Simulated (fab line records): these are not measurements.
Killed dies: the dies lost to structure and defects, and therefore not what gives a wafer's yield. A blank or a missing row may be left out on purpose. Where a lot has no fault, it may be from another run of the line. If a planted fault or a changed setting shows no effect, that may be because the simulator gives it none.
fab line records	flow gf180mcu
record lots=14	wafers=42	lastDay=33
route steps=602 shown NWELL@50 V1@357 M2@362
lots that met no fault: from a run of the same line without faults
startH: the number of hours between the record's first day and the start of the first shown wafer of the lot	waitH: hours from the lot's prior step to this one	" identical to the entry in the row above	L1.1+2: a single row standing in for several wafers	- either no value or no given start	* or withheld: withheld	< > ~ a bound
route shown NAME@n: names a module that has steps shown in the file, with the first one's number in the route	usual: mean/standard deviation of fault-free wafers	same: alike in all rows	chamber/n: place in a boat	sites: per-site readings	_std_site: how widely they spread, as a standard deviation	_edge_site: inner sites' mean taken away from outer sites' mean	radiusMm: for every site, how far away it sits from the centre of the wafer	mask NAME#n: copy n	behind: the last tool/chamber to shape the wafer	hold: why the lot was held/for how many hours/how that ended	device: whichever transistor did not switch (one of n, p or np)	end of line: tests of these same wafers at the route's end	for a step that has no rows: nothing shown but its recipe	killed: dies that structure and defects cost at the first sort, which is not the same as the wafer's yield	map: the dies of a wafer, with x for killed, . for not killed, _ for no die there
set.NAME: the run value of the setting; set.NAME@STEP: its run value at that earlier step	model.NAME: the simulator's own value behind a step, which no gauge read
route steps across a sampled set of lots; one table per step, one row per wafer
services: from which hour (startH, from the record's first day; less than 0 if before it) a tool's chamber was out of use, for how many hours, and why
## steps
# step GF_NWELL_IMPLANT_08
# recipe species=P	energyKev=450	doseCm2=1.5e+13	tiltDeg=0
# usual beamEnergyKeV=450.00/0.14
lot.wafer	tool	chamber	startH	waitH	beamEnergyKeV
L903.1	implanter-03	0	56.21	0.0	449.94
L903.3	"	0	"	"	450.04
L903.5	"	0	"	"	450.02
L905.3	implanter-01	0	66.84	0.1	450.22
L905.5	"	0	"	"	450.23
L905.6	"	0	"	"	450.13
L906.1	implanter-01	0	71.59	0.0	449.84
L906.3	"	0	"	"	449.94
L906.5	"	0	"	"	449.84
L907.2	implanter-01	0	80.39	0.0	449.98
L907.3	"	0	"	"	450.12
L907.6	"	0	"	"	450.05
L908.3	implanter-04	0	82.57	0.1	450.07
L908.5	"	0	"	"	450.30
L908.6	"	0	"	"	450.00
L910.1	implanter-04	0	93.16	0.0	450.03
L910.2	"	0	"	"	449.98
L910.4	"	0	"	"	450.03
L911.2	implanter-04	0	100.32	0.0	450.08
L911.5	"	0	"	"	450.08
L911.6	"	0	"	"	449.96
L912.3	implanter-01	0	103.07	0.1	450.11
L912.4	"	0	"	"	449.91
L912.6	"	0	"	"	449.99
L913.2	implanter-03	0	109.99	0.0	449.94
L913.5	"	0	"	"	449.84
L913.6	"	0	"	"	450.10
L914.2	implanter-03	0	118.37	0.0	449.96
L914.3	"	0	"	"	450.16
L914.6	"	0	"	"	449.81
L915.1	implanter-01	0	122.69	0.0	449.65
L915.2	"	0	"	"	449.66
L915.5	"	0	"	"	449.69
L919.2	implanter-01	0	144.07	0.0	470.15
L919.3	"	0	"	"	470.25
L919.6	"	0	"	"	470.07
L920.2	implanter-03	0	148.19	0.0	449.97
L920.4	"	0	"	"	450.02
L920.5	"	0	"	"	449.90
L921.1	implanter-01	0	154.12	0.0	470.20
L921.2	"	0	"	"	470.08
L921.3	"	0	"	"	470.26
# step GF_VT_IMPLANT_RS_MEAS_47
# recipe thkMeasGauge=four-point-probe
# usual NWELL_RS=488.3/1.3
lot.wafer	tool	chamber	startH	waitH	NWELL_RS[ohm/sq]
L903.1	filmMetro-01	-	158.50	0.1	488.0
L903.3	"	-	"	"	487.2
L903.5	"	-	"	"	488.5
L905.3	filmMetro-02	-	172.86	0.1	488.3
L905.5	"	-	"	"	488.9
L905.6	"	-	"	"	490.7
L906.1	filmMetro-01	-	175.49	0.1	486.0
L906.3	"	-	"	"	487.4
L906.5	"	-	"	"	485.7
L907.2	filmMetro-01	-	188.19	0.1	488.6
L907.3	"	-	"	"	488.5
L907.6	"	-	"	"	488.6
L908.3	filmMetro-02	-	190.13	0.1	487.6
L908.5	"	-	"	"	486.1
L908.6	"	-	"	"	488.7
L910.1	filmMetro-03	-	203.32	0.1	489.8
L910.2	"	-	"	"	488.9
L910.4	"	-	"	"	488.7
L911.2	filmMetro-01	-	211.86	0.1	487.0
L911.5	"	-	"	"	486.2
L911.6	"	-	"	"	486.5
L912.3	filmMetro-02	-	217.34	0.1	486.4
L912.4	"	-	"	"	486.9
L912.6	"	-	"	"	486.4
L913.2	filmMetro-02	-	225.76	0.1	491.1
L913.5	"	-	"	"	488.8
L913.6	"	-	"	"	489.7
L914.2	filmMetro-02	-	235.81	0.1	489.2
L914.3	"	-	"	"	489.6
L914.6	"	-	"	"	491.0
L915.1	filmMetro-03	-	240.75	0.1	488.6
L915.2	"	-	"	"	487.3
L915.5	"	-	"	"	487.5
L919.2	filmMetro-01	-	265.26	0.1	482.2
L919.3	"	-	"	"	483.5
L919.6	"	-	"	"	482.6
L920.2	filmMetro-02	-	270.96	0.1	489.0
L920.4	"	-	"	"	488.5
L920.5	"	-	"	"	488.2
L921.1	filmMetro-03	-	277.82	0.1	486.2
L921.2	"	-	"	"	485.5
L921.3	"	-	"	"	485.5
# step GF_V1_SPUTTER_22
# recipe material=TiN	targetThkNm=10	chamberPressurePa=5	powerW=4000	timeS=40
# usual throttleValvePct=29.5/1.4
lot.wafer	tool	chamber	startH	waitH	throttleValvePct
L903.1	pvdSputter-04	-	410.75	0.0	30.5
L903.3	"	-	"	"	30.3
L903.5	"	-	"	"	30.7
L905.3	pvdSputter-04	-	431.82	0.0	30.4
L905.5	"	-	"	"	27.1
L905.6	"	-	"	"	29.6
L906.1	pvdSputter-04	-	434.88	0.0	27.3
L906.3	"	-	"	"	30.4
L906.5	"	-	"	"	27.2
L907.2	pvdSputter-03	-	451.67	0.0	31.0
L907.3	"	-	"	"	28.6
L907.6	"	-	"	"	28.4
L908.3	pvdSputter-04	-	459.40	0.0	30.5
L908.5	"	-	"	"	27.3
L908.6	"	-	"	"	30.5
L910.1	pvdSputter-03	-	474.28	0.0	28.8
L910.2	"	-	"	"	31.3
L910.4	"	-	"	"	28.1
L911.2	pvdSputter-04	-	485.27	0.0	30.5
L911.5	"	-	"	"	30.6
L911.6	"	-	"	"	29.8
L912.3	pvdSputter-03	-	496.18	0.0	30.9
L912.4	"	-	"	"	28.1
L912.6	"	-	"	"	30.7
L913.2	pvdSputter-01	-	505.00	0.0	31.2
L913.5	"	-	"	"	27.8
L913.6	"	-	"	"	30.6
L914.2	pvdSputter-01	-	515.45	0.0	30.5
L914.3	"	-	"	"	28.7
L914.6	"	-	"	"	31.1
L915.1	pvdSputter-03	-	525.00	0.0	28.8
L915.2	"	-	"	"	28.6
L915.5	"	-	"	"	28.3
L919.2	pvdSputter-04	-	555.09	0.0	29.4
L919.3	"	-	"	"	27.0
L919.6	"	-	"	"	27.1
L920.2	pvdSputter-04	-	558.17	0.0	27.0
L920.4	"	-	"	"	30.5
L920.5	"	-	"	"	29.8
L921.1	pvdSputter-01	-	567.91	0.0	30.4
L921.2	"	-	"	"	31.1
L921.3	"	-	"	"	27.4
# step GF_M2_SPUTTER_00
# recipe material=Ti	targetThkNm=37.5	arrivingIonEnergyEv=80	substrateTempC=200	chamberPressurePa=2	powerW=4000	timeS=150
# usual throttleValvePct=29.8/1.1
lot.wafer	tool	chamber	startH	waitH	throttleValvePct
L903.1	pvdSputter-02	-	411.38	0.2	30.4
L903.3	"	-	"	"	29.6
L903.5	"	-	"	"	29.9
L905.3	pvdSputter-02	-	432.45	0.1	30.0
L905.5	"	-	"	"	30.7
L905.6	"	-	"	"	30.2
L906.1	pvdSputter-02	-	435.51	0.1	30.6
L906.3	"	-	"	"	29.6
L906.5	"	-	"	"	29.7
L907.2	pvdSputter-02	-	452.30	0.2	30.5
L907.3	"	-	"	"	30.0
L907.6	"	-	"	"	30.4
L908.3	pvdSputter-04	-	460.03	0.2	30.5
L908.5	"	-	"	"	27.0
L908.6	"	-	"	"	29.7
L910.1	pvdSputter-04	-	475.00	0.1	30.3
L910.2	"	-	"	"	30.0
L910.4	"	-	"	"	30.6
L911.2	pvdSputter-02	-	485.90	0.2	29.8
L911.5	"	-	"	"	29.7
L911.6	"	-	"	"	30.0
L912.3	pvdSputter-03	-	496.81	0.2	29.2
L912.4	"	-	"	"	28.4
L912.6	"	-	"	"	28.3
L913.2	pvdSputter-04	-	505.63	0.2	27.2
L913.5	"	-	"	"	27.3
L913.6	"	-	"	"	29.6
L914.2	pvdSputter-03	-	516.09	0.1	29.1
L914.3	"	-	"	"	31.1
L914.6	"	-	"	"	28.9
L915.1	pvdSputter-03	-	525.64	0.1	28.3
L915.2	"	-	"	"	28.6
L915.5	"	-	"	"	28.4
L919.2	pvdSputter-02	-	555.83	0.2	29.8
L919.3	"	-	"	"	30.4
L919.6	"	-	"	"	30.7
L920.2	pvdSputter-03	-	558.92	0.2	28.9
L920.4	"	-	"	"	31.0
L920.5	"	-	"	"	28.6
L921.1	pvdSputter-04	-	568.54	0.1	29.8
L921.2	"	-	"	"	30.4
L921.3	"	-	"	"	30.8
# step GF_M2_SPUTTER_01
# recipe material=TiN	targetThkNm=30	powerW=6500	timeS=25	chamberPressurePa=0.4
# usual throttleValvePct=29.8/1.1
lot.wafer	tool	chamber	startH	waitH	throttleValvePct
L903.1	pvdSputter-02	-	411.48	0.1	30.2
L903.3	"	-	"	"	29.8
L903.5	"	-	"	"	29.8
L905.3	pvdSputter-02	-	432.55	0.1	29.7
L905.5	"	-	"	"	30.4
L905.6	"	-	"	"	29.9
L906.1	pvdSputter-02	-	435.61	0.1	30.0
L906.3	"	-	"	"	29.8
L906.5	"	-	"	"	30.1
L907.2	pvdSputter-02	-	452.40	0.1	30.3
L907.3	"	-	"	"	29.9
L907.6	"	-	"	"	30.3
L908.3	pvdSputter-04	-	460.13	0.1	30.7
L908.5	"	-	"	"	27.3
L908.6	"	-	"	"	29.6
L910.1	pvdSputter-04	-	475.10	0.1	30.5
L910.2	"	-	"	"	29.8
L910.4	"	-	"	"	30.7
L911.2	pvdSputter-02	-	486.00	0.1	29.9
L911.5	"	-	"	"	29.7
L911.6	"	-	"	"	30.1
L912.3	pvdSputter-03	-	496.91	0.1	28.9
L912.4	"	-	"	"	28.3
L912.6	"	-	"	"	28.2
L913.2	pvdSputter-04	-	505.73	0.1	27.5
L913.5	"	-	"	"	27.2
L913.6	"	-	"	"	29.6
L914.2	pvdSputter-03	-	516.19	0.1	28.8
L914.3	"	-	"	"	31.1
L914.6	"	-	"	"	29.1
L915.1	pvdSputter-03	-	525.74	0.1	28.3
L915.2	"	-	"	"	28.9
L915.5	"	-	"	"	28.3
L919.2	pvdSputter-02	-	555.93	0.1	29.7
L919.3	"	-	"	"	30.5
L919.6	"	-	"	"	30.9
L920.2	pvdSputter-03	-	559.02	0.1	29.0
L920.4	"	-	"	"	31.2
L920.5	"	-	"	"	28.9
L921.1	pvdSputter-04	-	568.64	0.1	29.7
L921.2	"	-	"	"	30.2
L921.3	"	-	"	"	30.6
## services
tool	chamber	startH	hours	kind
implanter-01	-	39.67	1.0	repair
pvdSputter-03	-	55.59	2.9	repair
implanter-03	-	81.58	3.2	repair
pvdSputter-04	-	85.18	1.6	repair
implanter-03	-	92.19	4.1	repair
pvdSputter-03	-	103.64	0.6	repair
implanter-01	-	107.04	1.0	repair
pvdSputter-04	-	114.69	20.5	repair
pvdSputter-03	-	187.44	3.0	repair
pvdSputter-04	-	193.27	0.6	repair
implanter-01	-	204.88	6.6	pm
implanter-03	-	228.37	5.5	pm
pvdSputter-03	-	229.58	0.8	repair
pvdSputter-02	-	328.95	5.5	repair
implanter-03	-	344.11	2.1	repair
pvdSputter-02	-	401.15	5.3	repair
pvdSputter-03	-	417.67	23.2	repair
pvdSputter-03	-	458.79	3.7	repair
pvdSputter-03	-	460.62	4.5	repair
implanter-03	-	464.30	5.6	repair
implanter-03	-	469.88	5.1	pm
implanter-01	-	506.24	2.7	pm
pvdSputter-02	-	532.31	4.7	repair
pvdSputter-03	-	541.15	1.8	repair
## key
firstSign step=GF_NWELL_IMPLANT_08	reading=beamEnergyKeV	direction=up	sigmas=99+	usual=450.00	struck=470.17
effect step=GF_VT_IMPLANT_RS_MEAS_47	reading=NWELL_RS	direction=down	sigmas=3.1	usual=488.3	struck=484.2
metAt GF_NWELL_IMPLANT_08
struckLots L919,L921
testerLeftOut L919,L921
notActingAt GF_V1_SPUTTER_22,GF_M2_SPUTTER_00,GF_M2_SPUTTER_01
onsetBetween 122.69 144.07
fault kind=processParameterDrift	tool=implanter-01	chamber=-	onsetH=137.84	steps=GF_NWELL_IMPLANT_08	channel=energyKev	offset=20.204	shape=step	endH=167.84	actsIn=theseRecipesOnly	stated=450
# testerLeftOut: of these lots the tester's yield and bins aren't shown, on N5 and GAA mostly nor the transistor test; their killed dies are dies lost to structure and defects alone, not to doping, threshold or leakage, so they don't give the yield
